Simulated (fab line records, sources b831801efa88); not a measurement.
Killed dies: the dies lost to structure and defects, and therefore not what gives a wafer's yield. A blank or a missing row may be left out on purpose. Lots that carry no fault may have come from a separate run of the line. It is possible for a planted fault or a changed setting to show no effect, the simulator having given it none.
Matching of chambers || flow gf180mcu || pecvd-01 running GF_CONTACT_CVD_02: 3 sister chambers
The step deposits SiO2 from TEOS, target thk 860 nm, time 95.992 s. 14 wafers are shown with their chamber, then 7 later ones without.

== WAFERS, EACH WITH ITS CHAMBER ==
{"wafer": "L681.1", "chamber": 1, "heater-power-w (W)": 541, "rf-fwd-power-W (W)": 599.2}
{"wafer": "L681.3", "chamber": 0, "heater-power-w (W)": 619, "rf-fwd-power-W (W)": 597.6}
{"wafer": "L681.4", "chamber": 2, "heater-power-w (W)": 738, "rf-fwd-power-W (W)": 594.5}
{"wafer": "L682.1", "chamber": 2, "heater-power-w (W)": 638, "rf-fwd-power-W (W)": 595.5}
{"wafer": "L682.4", "chamber": 0, "heater-power-w (W)": 663, "rf-fwd-power-W (W)": 598.4}
{"wafer": "L682.6", "chamber": 1, "heater-power-w (W)": 625, "rf-fwd-power-W (W)": 596.6}
{"wafer": "L690.1", "chamber": 1, "heater-power-w (W)": 592, "rf-fwd-power-W (W)": 599.0}
{"wafer": "L690.3", "chamber": 0, "heater-power-w (W)": 671, "rf-fwd-power-W (W)": 596.3}
{"wafer": "L690.4", "chamber": 1, "heater-power-w (W)": 646, "rf-fwd-power-W (W)": 597.0}
{"wafer": "L691.1", "chamber": 0, "heater-power-w (W)": 683, "rf-fwd-power-W (W)": 594.3}
{"wafer": "L691.5", "chamber": 1, "heater-power-w (W)": 656, "rf-fwd-power-W (W)": 595.9}
{"wafer": "L691.6", "chamber": 2, "heater-power-w (W)": 744, "rf-fwd-power-W (W)": 596.1}
{"wafer": "L692.1", "chamber": 0, "heater-power-w (W)": 710, "rf-fwd-power-W (W)": 596.1}
{"wafer": "L692.5", "chamber": 2, "heater-power-w (W)": 641, "rf-fwd-power-W (W)": 596.1}

SIGNATURES (means of the wafers above)
{"reading": "heater-power-w", "chamber 0": 669.20, "chamber 1": 612.00, "chamber 2": 690.25, "scatter within a chamber": 46.2}
{"reading": "rf-fwd-power-W", "chamber 0": 596.540, "chamber 1": 597.540, "chamber 2": 595.550, "scatter within a chamber": 1.36}
Rule: for each reading, subtract the chamber's mean from the wafer's reading, divide by that reading's scatter and square the result; add these up over the readings and take the root, which gives the wafer's distance from the chamber. If the next closest chamber is less than 2 further off than the closest, the wafer can't be placed; otherwise it belongs to the closest. How the scatter is found: for the shown wafers, subtract from each reading the mean of its chamber, square and add these, divide the total by (wafers less chambers), then take the root.

== WAFERS WITH NO CHAMBER GIVEN ==
{"wafer": "L692.6", "heater-power-w (W)": 742, "rf-fwd-power-W (W)": 598.9}
{"wafer": "L693.1", "heater-power-w (W)": 616, "rf-fwd-power-W (W)": 600.1}
{"wafer": "L693.3", "heater-power-w (W)": 694, "rf-fwd-power-W (W)": 597.1}
{"wafer": "L693.5", "heater-power-w (W)": 641, "rf-fwd-power-W (W)": 597.6}
{"wafer": "L699.1", "heater-power-w (W)": 604, "rf-fwd-power-W (W)": 597.4}
{"wafer": "L699.4", "heater-power-w (W)": 585, "rf-fwd-power-W (W)": 591.3}
{"wafer": "L699.6", "heater-power-w (W)": 636, "rf-fwd-power-W (W)": 602.3}

== THE CHAMBER EACH PASSED THROUGH ==
{"wafer": "L692.6", "from the rows above": "can't be placed: 0 or 2 or 1", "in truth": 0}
{"wafer": "L693.1", "from the rows above": "can't be placed: 1 or 0 or 2", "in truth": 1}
{"wafer": "L693.3", "from the rows above": "can't be placed: 0 or 2 or 1", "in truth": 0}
{"wafer": "L693.5", "from the rows above": "can't be placed: 1 or 0 or 2", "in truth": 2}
{"wafer": "L699.1", "from the rows above": "can't be placed: 1 or 0", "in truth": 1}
{"wafer": "L699.4", "from the rows above": "can't be placed: 2 or 0 or 1", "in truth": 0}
{"wafer": "L699.6", "from the rows above": "can't be placed: 1 or 0 or 2", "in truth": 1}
Correctly placed: 0 of 7. From these rows, 7 cannot be placed; in 7 the true chamber is one of the candidates. Number placed wrongly: 0.
